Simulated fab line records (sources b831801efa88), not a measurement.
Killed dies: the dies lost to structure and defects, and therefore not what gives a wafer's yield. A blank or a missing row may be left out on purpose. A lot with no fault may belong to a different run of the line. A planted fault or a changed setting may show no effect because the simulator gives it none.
Matching of chambers	flow sky130	SKY_VIA4_ETCH_12 on rie_diel-01 has 4 sister chambers
The step etches SiO2 in C4F8/O2/Ar, stops on TiN, target depth 580 nm. 14 wafers are shown with their chamber, then 7 later ones without.

== WAFERS, EACH WITH ITS CHAMBER ==
wafer	chamber	chamber_pressure_mTorr (mTorr)	oes_product_au (a.u.)	bias_w (W)
L681.2	0	39.99	0.915	1201
L681.3	3	39.96	0.930	1196
L681.4	2	40.06	0.925	1200
L682.2	3	40.04	0.920	1202
L682.4	1	39.93	0.922	1195
L682.5	2	40.01	0.923	1205
L683.1	0	39.95	0.930	1197
L683.2	1	39.99	0.926	1197
L683.4	2	40.00	0.925	1198
L687.2	3	40.05	0.914	1197
L687.4	1	40.01	0.931	1207
L687.6	0	40.00	0.920	1201
L697.1	0	39.98	0.924	1206
L697.3	2	40.01	0.919	1200

SIGNATURES (means of the wafers above)
reading	chamber 0	chamber 1	chamber 2	chamber 3	scatter within a chamber
chamber_pressure_mTorr	39.9800	39.9767	40.0200	40.0167	0.0345
oes_product_au	0.92225	0.92633	0.92300	0.92133	0.00562
bias_w	1201.25	1199.67	1200.75	1198.33	4.13
Rule: for a wafer and a chamber, the distance is found by dividing, reading by reading, the gap between the wafer's reading and the chamber's mean by the reading's scatter, squaring, summing and taking the root. The wafer belongs to the nearest chamber; if the next one is less than 2 further off, it can't be placed. The scatter is the square root of a quotient: the sum, over the shown wafers, of each reading's squared deviation from its chamber's mean, divided by wafers minus chambers.

== WAFERS MISSING THEIR CHAMBER ==
wafer	chamber_pressure_mTorr (mTorr)	oes_product_au (a.u.)	bias_w (W)
L697.6	39.99	0.921	1201
L700.2	39.95	0.926	1198
L700.4	40.05	0.927	1204
L700.5	39.95	0.930	1205
L704.1	39.99	0.931	1200
L704.4	39.95	0.927	1202
L704.6	40.01	0.930	1196

== CHAMBER TAKEN BY EACH ==
wafer	from the rows above	in truth
L697.6	can't be placed: 0 or 2 or 3 or 1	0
L700.2	can't be placed: 1 or 0 or 3 or 2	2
L700.4	can't be placed: 2 or 3 or 0 or 1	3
L700.5	can't be placed: 1 or 0 or 2 or 3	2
L704.1	can't be placed: 1 or 0 or 2 or 3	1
L704.4	can't be placed: 1 or 0 or 2 or 3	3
L704.6	can't be placed: 1 or 3 or 2 or 0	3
0 of 7 placed correctly. Cannot be placed on the basis of these rows: 7; the candidates contain the true chamber in 7. Wrongly placed: 0.
